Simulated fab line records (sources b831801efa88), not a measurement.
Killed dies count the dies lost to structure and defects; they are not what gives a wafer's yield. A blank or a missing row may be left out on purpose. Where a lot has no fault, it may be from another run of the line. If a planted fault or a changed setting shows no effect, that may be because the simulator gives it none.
fab line records + flow sky130
[record]
- lots = 13
- wafers = 39
- last-day = 50
route steps=708 shown LI_CONTACT@384 LOCAL_INTERCONNECT@395 PAD_OPEN@708
lots that met no fault: from a run of the same line without faults
start-h: hours from the record's opening day to when the first of the lot's shown wafers began + wait-h: hours from the lot's prior step to this one + " identical to the entry in the row above + L1.1+2: one row covering several wafers at once + - value missing, or start not given + * or withheld: withheld + < > ~ a bound
route shown NAME@n: NAME is a module with steps in the file, n the number in the route of the first one + usual: mean/standard deviation of fault-free wafers + same: alike in all rows + chamber/n: place in a boat + sites: readings site by site + _std_site: the values' standard deviation + _edge_site: the outer-site mean with the inner-site mean subtracted + radius-mm: how far each site lies from the wafer's centre + mask NAME#n: copy n + behind: the tool/chamber that last shaped the wafer + hold: why the lot went on hold/how many hours it stayed there/how the hold came to an end + device: whichever transistor did not switch (one of n, p or np) + end of line: tests of these same wafers at the route's end + step lacking rows: just its recipe + killed: dies lost to structure and defects at the first sort, not the wafer's yield + map: per-die view of a wafer (x killed, . not killed, _ where there is no die)
set.NAME: the run value of the setting; set.NAME@STEP: its run value at that earlier step + model.NAME: the simulator's own value behind a step, which no gauge read
the route's steps for a sample of lots (tables are steps, rows are wafers)
services: a tool's chamber out of use, with start hour (start-h, from the record's first day; less than 0 if before it), hours out, and reason
[[steps]]
[step SKY_LI_CONTACT_RS_MEAS_22]
[recipe]
- thk-meas-gauge = four-point-probe
- reads = W_of_LI_CONTACT_CVD_21+TiN_of_LI_CONTACT_SPUTTER_20+Ti_of_LI_CONTACT_SPUTTER_19
[usual]
- LI_CONTACT_W_RS = 0.284/0.0056
| lot.wafer | tool          | chamber | start-h | wait-h | LI_CONTACT_W_RS[ohm/sq] |
|-----------|---------------|---------|---------|--------|-------------------------|
| L924.1    | film-metro-03 | -       | 681.69  | 0.1    | 0.274                   |
| L924.2    | "             | -       | "       | "      | 0.288                   |
| L924.3    | "             | -       | "       | "      | 0.276                   |
| L925.3    | film-metro-03 | -       | 694.09  | 0.1    | 0.286                   |
| L925.5    | "             | -       | "       | "      | 0.274                   |
| L925.6    | "             | -       | "       | "      | 0.288                   |
| L926.2    | film-metro-03 | -       | 698.30  | 0.1    | 0.287                   |
| L926.4    | "             | -       | "       | "      | 0.288                   |
| L926.5    | "             | -       | "       | "      | 0.284                   |
| L929.1    | film-metro-04 | -       | 734.63  | 0.1    | 0.287                   |
| L929.2    | "             | -       | "       | "      | 0.286                   |
| L929.5    | "             | -       | "       | "      | 0.285                   |
| L928.1    | film-metro-03 | -       | 735.58  | 0.1    | 0.285                   |
| L928.4    | "             | -       | "       | "      | 0.288                   |
| L928.6    | "             | -       | "       | "      | 0.288                   |
| L931.1    | film-metro-04 | -       | 737.99  | 0.1    | 0.287                   |
| L931.3    | "             | -       | "       | "      | 0.286                   |
| L931.4    | "             | -       | "       | "      | 0.288                   |
| L932.1    | film-metro-04 | -       | 757.75  | 0.1    | 0.285                   |
| L932.2    | "             | -       | "       | "      | 0.288                   |
| L932.4    | "             | -       | "       | "      | 0.284                   |
| L935.2    | film-metro-04 | -       | 769.47  | 0.1    | 0.288                   |
| L935.4    | "             | -       | "       | "      | 0.289                   |
| L935.5    | "             | -       | "       | "      | 0.287                   |
| L934.1    | film-metro-04 | -       | 773.94  | 0.1    | 0.287                   |
| L934.3    | "             | -       | "       | "      | 0.274                   |
| L934.4    | "             | -       | "       | "      | 0.284                   |
| L941.1    | film-metro-03 | -       | 831.75  | 0.1    | 0.289                   |
| L941.2    | "             | -       | "       | "      | 0.289                   |
| L941.4    | "             | -       | "       | "      | 0.293                   |
| L944.1    | film-metro-04 | -       | 843.69  | 0.1    | 0.273                   |
| L944.2    | "             | -       | "       | "      | 0.286                   |
| L944.6    | "             | -       | "       | "      | 0.286                   |
| L946.1    | film-metro-03 | -       | 850.38  | 0.1    | 0.288                   |
| L946.3    | "             | -       | "       | "      | 0.273                   |
| L946.4    | "             | -       | "       | "      | 0.289                   |
| L945.1    | film-metro-04 | -       | 857.70  | 0.1    | 0.286                   |
| L945.2    | "             | -       | "       | "      | 0.284                   |
| L945.4    | "             | -       | "       | "      | 0.283                   |
[step SKY_LI_CONTACT_CMP_24]
[recipe]
- stop-on = PSG
- t-overpolish-s = 20
- down-force-psi = 3.5
- platen-rpm = 60
- target-thk-nm = 0
- pad-velocity-m-s = 0.94248
[usual]
- motor-current-A = 10.7/1
- overpolish-run-s = 19.999/0.0079
- time-to-endpoint-s = 96/5
| lot.wafer | tool   | chamber | start-h | wait-h | motor-current-A | overpolish-run-s | time-to-endpoint-s |
|-----------|--------|---------|---------|--------|-----------------|------------------|--------------------|
| L924.1    | cmp-02 | 0       | 681.87  | 0.1    | 10.3            | 19.999           | 100                |
| L924.2    | "      | 2       | "       | "      | 12.1            | 20.004           | 87                 |
| L924.3    | "      | 3       | "       | "      | 10.6            | 19.988           | 99                 |
| L925.3    | cmp-01 | 2       | 694.23  | 0.0    | 9.6             | 20.009           | 98                 |
| L925.6    | "      | 2       | "       | "      | 9.1             | 19.999           | 97                 |
| L925.5    | "      | 3       | "       | "      | 8.6             | 19.992           | 104                |
| L926.2    | cmp-02 | 1       | 698.46  | 0.0    | 10.8            | 19.990           | 96                 |
| L926.4    | "      | 3       | "       | "      | 10.4            | 19.993           | 92                 |
| L926.5    | "      | 1       | "       | "      | 10.9            | 19.997           | 95                 |
| L929.1    | cmp-01 | 2       | 734.81  | 0.1    | 9.9             | 20.009           | 97                 |
| L929.2    | "      | 1       | "       | "      | 9.2             | 20.005           | 97                 |
| L929.5    | "      | 3       | "       | "      | 8.8             | 19.987           | 99                 |
| L928.1    | cmp-01 | 3       | 735.81  | 0.1    | 9.1             | 20.007           | 100                |
| L928.4    | "      | 0       | "       | "      | 11.3            | 19.999           | 100                |
| L928.6    | "      | 2       | "       | "      | 9.5             | 20.002           | 96                 |
| L931.3    | cmp-02 | 1       | 738.17  | 0.0    | 10.6            | 20.010           | 96                 |
| L931.1    | "      | 2       | "       | "      | 12.0            | 20.011           | 86                 |
| L931.4    | "      | 0       | "       | "      | 11.3            | 19.993           | 95                 |
| L932.1    | cmp-01 | 0       | 757.98  | 0.1    | 11.6            | 19.994           | 104                |
| L932.2    | "      | 1       | "       | "      | 9.5             | 19.992           | 97                 |
| L932.4    | "      | 2       | "       | "      | 9.7             | 19.984           | 100                |
| L935.2    | cmp-02 | 2       | 769.68  | 0.1    | 11.9            | 19.989           | 85                 |
| L935.4    | "      | 0       | "       | "      | 10.5            | 20.002           | 93                 |
| L935.5    | "      | 2       | "       | "      | 11.3            | 19.985           | 89                 |
| L934.3    | cmp-02 | 1       | 774.17  | 0.1    | 11.5            | 19.999           | 101                |
| L934.1    | "      | 2       | "       | "      | 11.9            | 19.995           | 88                 |
| L934.4    | "      | 3       | "       | "      | 10.6            | 20.003           | 91                 |
| L941.4    | cmp-02 | 2       | 831.93  | 0.0    | 12.2            | 20.000           | 86                 |
| L941.1    | "      | 3       | "       | "      | 10.9            | 19.987           | 94                 |
| L941.2    | "      | 1       | "       | "      | 10.9            | 20.015           | 100                |
| L944.1    | cmp-01 | 2       | 843.87  | 0.1    | 9.4             | 20.000           | 101                |
| L944.2    | "      | 0       | "       | "      | 10.8            | 19.993           | 102                |
| L944.6    | "      | 3       | "       | "      | 8.8             | 19.991           | 99                 |
| L946.3    | cmp-02 | 1       | 850.56  | 0.0    | 11.6            | 20.002           | 105                |
| L946.4    | "      | 3       | "       | "      | 11.3            | 19.996           | 90                 |
| L946.1    | "      | 0       | "       | "      | 11.2            | 20.004           | 96                 |
| L945.2    | cmp-02 | 0       | 857.93  | 0.1    | 11.0            | 20.006           | 97                 |
| L945.4    | "      | 1       | "       | "      | 10.6            | 19.994           | 99                 |
| L945.1    | "      | 2       | "       | "      | 12.3            | 20.001           | 89                 |
[step SKY_LOCAL_INTERCONNECT_EXPOSE_08]
[recipe]
- mask-id = LI1M
- na = 0.8
- source-shape = annular
- sigma-inner = 0.55
- sigma-outer = 0.85
- target-cd-nm = 170
- dose-mj = 28
[same]
- sigma-inner = 0.55
| lot.wafer  | tool           | chamber | start-h | wait-h | mask   |
|------------|----------------|---------|---------|--------|--------|
| L924.1+2+3 | krf-scanner-01 | 0       | 697.10  | -      | LI1M#0 |
| L925.3+5+6 | krf-scanner-02 | 0       | 708.77  | -      | LI1M#0 |
| L926.2+4+5 | krf-scanner-02 | 0       | 712.37  | -      | LI1M#0 |
| L929.1+2+5 | krf-scanner-02 | 0       | 749.03  | -      | LI1M#0 |
| L928.1+4+6 | krf-scanner-01 | 0       | 750.35  | -      | LI1M#0 |
| L931.1+3+4 | krf-scanner-02 | 0       | 752.83  | -      | LI1M#0 |
| L932.1+2+4 | krf-scanner-02 | 0       | 771.85  | -      | LI1M#0 |
| L935.2+4+5 | krf-scanner-01 | 0       | 783.95  | -      | LI1M#0 |
| L934.1+3+4 | krf-scanner-01 | 0       | 788.44  | -      | LI1M#0 |
| L941.1+2+4 | krf-scanner-02 | 0       | 845.78  | -      | LI1M#0 |
| L944.1+2+6 | krf-scanner-02 | 0       | 857.90  | -      | LI1M#0 |
| L946.1+3+4 | krf-scanner-02 | 0       | 864.55  | -      | LI1M#0 |
| L945.1+2+4 | krf-scanner-02 | 0       | 871.75  | -      | LI1M#0 |
[step SKY_LOCAL_INTERCONNECT_CD_MEAS_11]
[recipe]
- target-cd-nm = 170
[usual]
- cd-nm = 169.9/1.4
| lot.wafer | tool      | chamber | start-h | wait-h | cd-nm |
|-----------|-----------|---------|---------|--------|-------|
| L924.1    | cd-sem-02 | -       | 710.54  | -      | 169.6 |
| L924.2    | "         | -       | "       | "      | 169.6 |
| L924.3    | "         | -       | "       | "      | 169.3 |
| L925.3    | cd-sem-02 | -       | 723.13  | -      | 169.9 |
| L925.5    | "         | -       | "       | "      | 168.9 |
| L925.6    | "         | -       | "       | "      | 169.5 |
| L926.2    | cd-sem-02 | -       | 726.76  | -      | 169.5 |
| L926.4    | "         | -       | "       | "      | 169.2 |
| L926.5    | "         | -       | "       | "      | 169.6 |
| L929.1    | cd-sem-01 | -       | 762.92  | -      | 169.7 |
| L929.2    | "         | -       | "       | "      | 169.1 |
| L929.5    | "         | -       | "       | "      | 168.2 |
| L928.1    | cd-sem-01 | -       | 763.84  | -      | 171.1 |
| L928.4    | "         | -       | "       | "      | 171.2 |
| L928.6    | "         | -       | "       | "      | 169.8 |
| L931.1    | cd-sem-02 | -       | 765.95  | -      | 167.5 |
| L931.3    | "         | -       | "       | "      | 166.9 |
| L931.4    | "         | -       | "       | "      | 167.1 |
| L932.1    | cd-sem-01 | -       | 785.40  | -      | 169.3 |
| L932.2    | "         | -       | "       | "      | 168.9 |
| L932.4    | "         | -       | "       | "      | 169.1 |
| L935.2    | cd-sem-02 | -       | 796.72  | -      | 169.7 |
| L935.4    | "         | -       | "       | "      | 170.2 |
| L935.5    | "         | -       | "       | "      | 170.0 |
| L934.1    | cd-sem-02 | -       | 801.74  | -      | 169.7 |
| L934.3    | "         | -       | "       | "      | 172.3 |
| L934.4    | "         | -       | "       | "      | 170.1 |
| L941.1    | cd-sem-01 | -       | 858.60  | -      | 170.5 |
| L941.2    | "         | -       | "       | "      | 170.5 |
| L941.4    | "         | -       | "       | "      | 170.2 |
| L944.1    | cd-sem-02 | -       | 870.95  | -      | 112.0 |
| L944.2    | "         | -       | "       | "      | 171.8 |
| L944.6    | "         | -       | "       | "      | 112.0 |
| L946.1    | cd-sem-02 | -       | 877.53  | -      | 113.7 |
| L946.3    | "         | -       | "       | "      | 168.9 |
| L946.4    | "         | -       | "       | "      | 112.1 |
| L945.1    | cd-sem-02 | -       | 884.10  | -      | 117.5 |
| L945.2    | "         | -       | "       | "      | 170.6 |
| L945.4    | "         | -       | "       | "      | 118.3 |
[step SKY_LOCAL_INTERCONNECT_OVL_MEAS_12]
[usual]
- LOCAL_INTERCONNECT_OVL = 1/6.5
| lot.wafer | tool       | chamber | start-h | wait-h | LOCAL_INTERCONNECT_OVL[nm] |
|-----------|------------|---------|---------|--------|----------------------------|
| L924.1    | overlay-01 | -       | 710.66  | 0.1    | 2                          |
| L924.2    | "          | -       | "       | "      | -1                         |
| L924.3    | "          | -       | "       | "      | -3                         |
| L925.3    | overlay-01 | -       | 723.22  | 0.1    | 3                          |
| L925.5    | "          | -       | "       | "      | 7                          |
| L925.6    | "          | -       | "       | "      | 3                          |
| L926.2    | overlay-02 | -       | 726.87  | 0.1    | 5                          |
| L926.4    | "          | -       | "       | "      | 5                          |
| L926.5    | "          | -       | "       | "      | -4                         |
| L929.1    | overlay-01 | -       | 763.04  | 0.1    | -7                         |
| L929.2    | "          | -       | "       | "      | -4                         |
| L929.5    | "          | -       | "       | "      | -6                         |
| L928.1    | overlay-02 | -       | 763.96  | 0.1    | 1                          |
| L928.4    | "          | -       | "       | "      | -1                         |
| L928.6    | "          | -       | "       | "      | -2                         |
| L931.1    | overlay-01 | -       | 766.07  | 0.1    | 12                         |
| L931.3    | "          | -       | "       | "      | 8                          |
| L931.4    | "          | -       | "       | "      | 12                         |
| L932.1    | overlay-02 | -       | 785.52  | 0.1    | 11                         |
| L932.2    | "          | -       | "       | "      | 9                          |
| L932.4    | "          | -       | "       | "      | 2                          |
| L935.2    | overlay-01 | -       | 796.83  | 0.1    | 4                          |
| L935.4    | "          | -       | "       | "      | -8                         |
| L935.5    | "          | -       | "       | "      | 1                          |
| L934.1    | overlay-02 | -       | 801.86  | 0.1    | 2                          |
| L934.3    | "          | -       | "       | "      | -1                         |
| L934.4    | "          | -       | "       | "      | 3                          |
| L941.1    | overlay-02 | -       | 858.72  | 0.1    | 1                          |
| L941.2    | "          | -       | "       | "      | -1                         |
| L941.4    | "          | -       | "       | "      | -4                         |
| L944.1    | overlay-02 | -       | 871.07  | 0.1    | -7                         |
| L944.2    | "          | -       | "       | "      | 3                          |
| L944.6    | "          | -       | "       | "      | 1                          |
| L946.1    | overlay-02 | -       | 877.65  | 0.1    | 0                          |
| L946.3    | "          | -       | "       | "      | -7                         |
| L946.4    | "          | -       | "       | "      | 2                          |
| L945.1    | overlay-02 | -       | 884.22  | 0.1    | 8                          |
| L945.2    | "          | -       | "       | "      | 6                          |
| L945.4    | "          | -       | "       | "      | -1                         |
[step SKY_PAD_OPEN_PROBE_99]
[usual]
- killed_at_M0_to_M3 = 43/6.6
- killed_at_M4_up = 3.4/1.8
- killed-at-contacts = 24/5.7
- killed-at-front-end = 15/4.2
- killed-at-other = 0.3/0.58
- killed-dies = 86/8
- killed-on-rim = 16/3.9
- killed-open = 46/7.2
- killed-short = 39/5.8
[same]
- gross-dies = 492
- killed-at-back-side = 0
| lot.wafer | tool      | chamber | start-h | wait-h | killed_at_M0_to_M3 | killed_at_M4_up | killed-at-contacts | killed-at-front-end | killed-at-other | killed-dies | killed-on-rim | killed-open | killed-short |
|-----------|-----------|---------|---------|--------|--------------------|-----------------|--------------------|---------------------|-----------------|-------------|---------------|-------------|--------------|
| L928.1    | prober-01 | -       | 1124.18 | 0.1    | 44                 | 3               | 15                 | 15                  | 0               | 77          | 16            | 47          | 29           |
| L928.4    | prober-01 | -       | 1124.33 | 0.2    | 41                 | 2               | 31                 | 13                  | 0               | 87          | 19            | 42          | 44           |
| L928.6    | prober-01 | -       | 1124.43 | 0.2    | 49                 | 2               | 28                 | 15                  | 1               | 95          | 18            | 46          | 48           |
| L931.1    | prober-02 | -       | 1124.88 | 0.1    | 46                 | 1               | 33                 | 14                  | 0               | 94          | 15            | 63          | 31           |
| L931.3    | prober-02 | -       | 1124.98 | 0.2    | 41                 | 4               | 29                 | 13                  | 0               | 87          | 15            | 51          | 36           |
| L931.4    | prober-02 | -       | 1125.03 | 0.2    | 55                 | 2               | 26                 | 14                  | 0               | 97          | 22            | 51          | 46           |
| L932.1    | prober-01 | -       | 1141.56 | 0.1    | 51                 | 5               | 19                 | 21                  | 0               | 96          | 27            | 66          | 30           |
| L932.2    | prober-01 | -       | 1141.61 | 0.1    | 47                 | 1               | 18                 | 17                  | 0               | 83          | 16            | 43          | 40           |
| L932.4    | prober-01 | -       | 1141.71 | 0.2    | 53                 | 5               | 21                 | 13                  | 0               | 92          | 17            | 58          | 34           |
| L935.2    | prober-01 | -       | 1147.28 | 0.1    | 36                 | 2               | 23                 | 24                  | 1               | 86          | 16            | 51          | 35           |
| L935.4    | prober-01 | -       | 1147.38 | 0.2    | 54                 | 4               | 24                 | 17                  | 0               | 99          | 23            | 56          | 43           |
| L935.5    | prober-01 | -       | 1147.43 | 0.2    | 45                 | 1               | 20                 | 18                  | 1               | 85          | 14            | 58          | 27           |
| L934.1    | prober-02 | -       | 1152.28 | 0.1    | 44                 | 4               | 27                 | 11                  | 1               | 87          | 19            | 50          | 37           |
| L934.3    | prober-02 | -       | 1152.38 | 0.2    | 42                 | 1               | 28                 | 11                  | 1               | 83          | 14            | 52          | 31           |
| L934.4    | prober-02 | -       | 1152.43 | 0.2    | 32                 | 5               | 25                 | 10                  | 0               | 72          | 9             | 38          | 34           |
| L941.1    | prober-02 | -       | 1190.46 | 0.1    | 54                 | 3               | 9                  | 22                  | 0               | 88          | 14            | 38          | 49           |
| L941.2    | prober-02 | -       | 1190.51 | 0.1    | 40                 | 3               | 25                 | 8                   | 0               | 76          | 8             | 41          | 34           |
| L941.4    | prober-02 | -       | 1190.61 | 0.2    | 59                 | 4               | 23                 | 16                  | 0               | 102         | 21            | 52          | 50           |
| L944.1    | prober-02 | -       | 1197.44 | 0.1    | 41                 | 7               | 433                | 11                  | 0               | 492         | 96            | 45          | 39           |
| L944.2    | prober-02 | -       | 1197.49 | 0.1    | 30                 | 3               | 28                 | 22                  | 0               | 83          | 20            | 38          | 44           |
| L944.6    | prober-02 | -       | 1197.69 | 0.2    | 48                 | 3               | 423                | 18                  | 0               | 492         | 96            | 43          | 47           |
| L946.1    | prober-01 | -       | 1200.03 | 0.1    | 49                 | 2               | 429                | 11                  | 1               | 492         | 96            | 44          | 36           |
| L946.3    | prober-01 | -       | 1200.13 | 0.2    | 24                 | 2               | 33                 | 9                   | 1               | 69          | 12            | 39          | 28           |
| L946.4    | prober-01 | -       | 1200.18 | 0.2    | 45                 | 1               | 427                | 18                  | 0               | 491         | 95            | 55          | 38           |
| L945.1    | prober-02 | -       | 1204.03 | 0.1    | 46                 | 2               | 429                | 15                  | 0               | 492         | 96            | 41          | 46           |
| L945.2    | prober-02 | -       | 1204.08 | 0.1    | 47                 | 3               | 21                 | 20                  | 1               | 92          | 17            | 55          | 37           |
| L945.4    | prober-02 | -       | 1204.18 | 0.2    | 40                 | 2               | 433                | 16                  | 1               | 492         | 96            | 39          | 31           |
// killed by level:class
L928.1 VIA1:geometric-particle:open=12 CONTACT:geometric-particle:open=6 POLY_GATE:geometric-particle:short=5 METAL1:geometric-particle:short=5 VIA1:geometric-particle:short=5 VIA2:geometric-particle:open=5 VIA3:geometric-particle:open=5 POLY_GATE:geometric-particle:open=4
L928.4 CONTACT:geometric-particle:open=11 VIA1:geometric-particle:open=9 LOCAL_INTERCONNECT:geometric-particle:short=8 LI_CONTACT:geometric-particle:open=6 METAL1:geometric-particle:short=6 VIA2:geometric-particle:open=6 POLY_GATE:geometric-particle:open=5 METAL2:geometric-particle:short=5
L928.6 VIA1:geometric-particle:open=11 LI_CONTACT:geometric-particle:open=8 LOCAL_INTERCONNECT:geometric-particle:short=7 CONTACT:geometric-particle:short=6 METAL2:geometric-particle:short=6 METAL3:geometric-particle:short=5 CONTACT:geometric-particle:open=4 VIA1:geometric-particle:short=4
L931.1 LI_CONTACT:geometric-particle:open=13 VIA1:geometric-particle:open=13 CONTACT:geometric-particle:open=10 VIA2:geometric-particle:open=9 VIA3:geometric-particle:open=6 LI_CONTACT:geometric-particle:short=5 VIA2:geometric-particle:short=5 FIELD_ISO:geometric-particle:open=4
L931.3 VIA2:geometric-particle:open=11 CONTACT:geometric-particle:open=11 VIA1:geometric-particle:open=8 LI_CONTACT:geometric-particle:open=6 METAL1:geometric-particle:short=6 LI_CONTACT:geometric-particle:short=5 FIELD_ISO:geometric-particle:open=4 VIA3:geometric-particle:open=4
L931.4 VIA1:geometric-particle:open=13 METAL2:geometric-particle:short=10 LI_CONTACT:geometric-particle:open=7 METAL1:geometric-particle:short=6 VIA1:geometric-particle:short=6 VIA3:geometric-particle:open=6 POLY_GATE:geometric-particle:open=5 LI_CONTACT:geometric-particle:short=5
L932.1 VIA1:geometric-particle:open=20 CONTACT:geometric-particle:open=11 VIA3:geometric-particle:open=8 VIA2:geometric-particle:open=7 FIELD_ISO:geometric-particle:open=4 FIELD_ISO:geometric-particle:short=4 POLY_GATE:geometric-particle:short=4 POLY_GATE:geometric-particle:open=4
L932.2 VIA1:geometric-particle:open=9 VIA2:geometric-particle:open=8 POLY_GATE:geometric-particle:open=6 CONTACT:geometric-particle:open=6 VIA1:geometric-particle:short=6 VIA2:geometric-particle:short=6 METAL2:geometric-particle:short=5 FIELD_ISO:geometric-particle:open=4
L932.4 VIA1:geometric-particle:open=15 VIA3:geometric-particle:open=11 LI_CONTACT:geometric-particle:open=7 VIA1:geometric-particle:short=6 VIA2:geometric-particle:open=6 CONTACT:geometric-particle:open=5 POLY_GATE:geometric-particle:short=4 CONTACT:geometric-particle:short=4
L935.2 VIA1:geometric-particle:open=10 CONTACT:geometric-particle:open=9 FIELD_ISO:geometric-particle:open=8 LI_CONTACT:geometric-particle:open=6 METAL1:geometric-particle:short=6 POLY_GATE:geometric-particle:short=5 VIA2:geometric-particle:open=5 FIELD_ISO:geometric-particle:short=4
L935.4 LI_CONTACT:geometric-particle:open=10 METAL1:geometric-particle:short=10 VIA2:geometric-particle:open=9 VIA1:geometric-particle:short=9 VIA1:geometric-particle:open=9 VIA3:geometric-particle:open=8 CONTACT:geometric-particle:open=7 POLY_GATE:geometric-particle:short=5
L935.5 VIA1:geometric-particle:open=17 VIA3:geometric-particle:open=8 CONTACT:geometric-particle:open=7 FIELD_ISO:geometric-particle:open=6 POLY_GATE:geometric-particle:open=5 LOCAL_INTERCONNECT:geometric-particle:short=5 VIA2:geometric-particle:short=5 VIA2:geometric-particle:open=5
L934.1 CONTACT:geometric-particle:open=12 VIA1:geometric-particle:short=10 VIA2:geometric-particle:open=8 LI_CONTACT:geometric-particle:open=7 LI_CONTACT:geometric-particle:short=6 VIA1:geometric-particle:open=6 VIA3:geometric-particle:open=6 FIELD_ISO:geometric-particle:short=4
L934.3 VIA1:geometric-particle:open=14 CONTACT:geometric-particle:open=12 METAL2:geometric-particle:short=6 VIA3:geometric-particle:open=6 LI_CONTACT:geometric-particle:short=4 LI_CONTACT:geometric-particle:open=4 CONTACT:geometric-particle:short=4 VIA2:geometric-particle:open=4
L934.4 VIA1:geometric-particle:open=9 LI_CONTACT:geometric-particle:open=7 VIA3:geometric-particle:open=7 CONTACT:geometric-particle:open=6 FIELD_ISO:geometric-particle:open=5 VIA1:geometric-particle:short=5 LOCAL_INTERCONNECT:geometric-particle:short=5 CONTACT:geometric-particle:short=4
L941.1 VIA1:geometric-particle:open=11 METAL1:geometric-particle:short=8 POLY_GATE:geometric-particle:short=7 VIA2:geometric-particle:open=7 METAL3:geometric-particle:short=6 VIA1:geometric-particle:short=6 POLY_GATE:geometric-particle:open=4 VIA3:geometric-particle:short=4
L941.2 LI_CONTACT:geometric-particle:open=8 CONTACT:geometric-particle:open=7 VIA1:geometric-particle:open=6 VIA2:geometric-particle:open=6 METAL3:geometric-particle:short=6 CONTACT:geometric-particle:short=5 VIA3:geometric-particle:open=4 METAL1:geometric-particle:short=3
L941.4 VIA1:geometric-particle:open=11 VIA2:geometric-particle:open=11 VIA3:geometric-particle:open=9 CONTACT:geometric-particle:open=8 FIELD_ISO:geometric-particle:short=7 METAL2:geometric-particle:short=7 METAL1:geometric-particle:short=6 LI_CONTACT:geometric-particle:open=6
L944.1 LOCAL_INTERCONNECT:area-expose=406 CONTACT:geometric-particle:short=10 VIA2:geometric-particle:open=9 CONTACT:geometric-particle:open=8 VIA1:geometric-particle:open=8 METAL2:geometric-particle:short=6 LOCAL_INTERCONNECT:geometric-particle:short=5 METAL1:geometric-particle:short=5
L944.2 CONTACT:geometric-particle:open=13 FIELD_ISO:geometric-particle:open=6 POLY_GATE:geometric-particle:short=6 METAL2:geometric-particle:short=5 CONTACT:geometric-particle:short=5 FIELD_ISO:geometric-particle:short=4 VIA1:geometric-particle:short=4 LOCAL_INTERCONNECT:geometric-particle:short=4
L944.6 LOCAL_INTERCONNECT:area-expose=402 VIA1:geometric-particle:open=12 FIELD_ISO:geometric-particle:short=7 VIA1:geometric-particle:short=7 CONTACT:geometric-particle:open=7 VIA2:geometric-particle:open=7 VIA3:geometric-particle:open=7 POLY_GATE:geometric-particle:short=5
L946.1 LOCAL_INTERCONNECT:area-expose=411 VIA2:geometric-particle:open=8 METAL2:geometric-particle:short=8 VIA3:geometric-particle:open=8 LI_CONTACT:geometric-particle:open=7 LOCAL_INTERCONNECT:geometric-particle:short=6 METAL1:geometric-particle:short=6 VIA1:geometric-particle:open=5
L946.3 VIA1:geometric-particle:open=12 CONTACT:geometric-particle:open=10 LOCAL_INTERCONNECT:geometric-particle:short=8 LI_CONTACT:geometric-particle:open=6 VIA3:geometric-particle:open=5 CONTACT:geometric-particle:short=4 POLY_GATE:geometric-particle:short=3 LOCAL_INTERCONNECT:geometric-particle:open=3
L946.4 LOCAL_INTERCONNECT:area-expose=398 CONTACT:geometric-particle:open=11 VIA3:geometric-particle:open=11 VIA2:geometric-particle:open=7 METAL2:geometric-particle:open=5 LOCAL_INTERCONNECT:geometric-particle:short=5 METAL2:geometric-particle:short=5 POLY_GATE:geometric-particle:open=4
L945.1 LOCAL_INTERCONNECT:area-expose=404 CONTACT:geometric-particle:open=9 VIA1:geometric-particle:open=9 METAL1:geometric-particle:short=7 VIA1:geometric-particle:short=6 CONTACT:geometric-particle:short=5 LI_CONTACT:geometric-particle:open=5 METAL2:geometric-particle:short=5
L945.2 VIA1:geometric-particle:open=11 CONTACT:geometric-particle:open=10 VIA2:geometric-particle:open=8 VIA3:geometric-particle:open=7 POLY_GATE:geometric-particle:open=6 METAL2:geometric-particle:short=6 FIELD_ISO:geometric-particle:open=4 CONTACT:geometric-particle:short=4
L945.4 LOCAL_INTERCONNECT:area-expose=422 VIA1:geometric-particle:open=12 VIA2:geometric-particle:open=7 VIA3:geometric-particle:open=4 CONTACT:geometric-particle:open=4 METAL1:geometric-particle:short=4 VIA1:geometric-particle:short=4 METAL2:geometric-particle:short=4
[[services]]
| tool           | chamber | start-h | hours | kind                           |
|----------------|---------|---------|-------|--------------------------------|
| krf-scanner-01 | -       | 668.73  | 2.3   | repair                         |
| krf-scanner-01 | -       | 673.68  | 0.8   | pm                             |
| krf-scanner-01 | -       | 689.52  | 1.0   | pm                             |
| cmp-01         | -       | 697.91  | 1.0   | repair                         |
| cmp-01         | -       | 718.55  | 5.0   | pm                             |
| krf-scanner-02 | 0       | 719.50  | -     | calibration                    |
| krf-scanner-02 | -       | 720.67  | 3.6   | pm                             |
| krf-scanner-01 | 0       | 731.41  | -     | calibration                    |
| cmp-02         | -       | 744.14  | 4.0   | pm                             |
| cmp-02         | -       | 748.14  | -     | consumable-replace:conditioner |
| cmp-02         | -       | 748.14  | -     | consumable-replace:pad         |
| krf-scanner-01 | -       | 752.00  | 4.0   | pm                             |
| krf-scanner-02 | -       | 776.64  | 0.8   | pm                             |
| krf-scanner-01 | -       | 779.34  | 1.3   | pm                             |
| krf-scanner-02 | -       | 784.45  | 1.0   | pm                             |
| krf-scanner-02 | -       | 785.45  | 1.3   | pm                             |
| krf-scanner-01 | -       | 804.38  | 0.8   | pm                             |
| krf-scanner-01 | -       | 808.56  | 0.3   | repair                         |
| cmp-01         | -       | 813.30  | 3.9   | pm                             |
| cmp-01         | -       | 817.84  | 1.2   | repair                         |
| krf-scanner-01 | -       | 823.32  | 3.6   | pm                             |
| cmp-02         | -       | 829.48  | 1.1   | repair                         |
| krf-scanner-01 | -       | 842.48  | 0.8   | pm                             |
| krf-scanner-01 | -       | 858.52  | 1.0   | pm                             |
[[key]]
[first-sign]
- step = SKY_LOCAL_INTERCONNECT_CD_MEAS_11
- reading = cd-nm
- direction = down
- sigmas = 40
- usual = 169.9
- struck = 114.2
[effect]
- step = SKY_PAD_OPEN_PROBE_99
- reading = killed-at-contacts
- direction = up
- sigmas = 71
- usual = 24
- struck = 429
[more-kills-born-at]
- SKY_LOCAL_INTERCONNECT_EXPOSE_08@krf-scanner-02 = 2443
met-at SKY_LOCAL_INTERCONNECT_EXPOSE_08
struck-lots L944,L945,L946
struck-wafers L944.1,L944.6,L945.1,L945.4,L946.1,L946.4
later-rows-left-out L944.1,L944.6,L945.1,L945.4,L946.1,L946.4
tester-left-out L944,L945,L946
not-acting-at SKY_LI_CONTACT_RS_MEAS_22,SKY_LI_CONTACT_CMP_24,SKY_LOCAL_INTERCONNECT_OVL_MEAS_12
onset-between 845.78 857.90
[fault]
- kind = process-parameter-drift
- tool = krf-scanner-02
- chamber = -
- onset-h = 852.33
- steps = SKY_LOCAL_INTERCONNECT_EXPOSE_08
- channel = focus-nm
- offset = 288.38
- shape = step
- end-h = 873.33
- scope = struck-wafers-only
// tester-left-out: of these lots the tester's yield and bins aren't shown, on N5 and GAA mostly nor the transistor test; their killed dies are dies lost to structure and defects alone, not to doping, threshold or leakage, so they don't give the yield
// later-rows-left-out: the simulator's readings of these wafers behind a module that went badly wrong aren't trusted and aren't shown, but for the sort
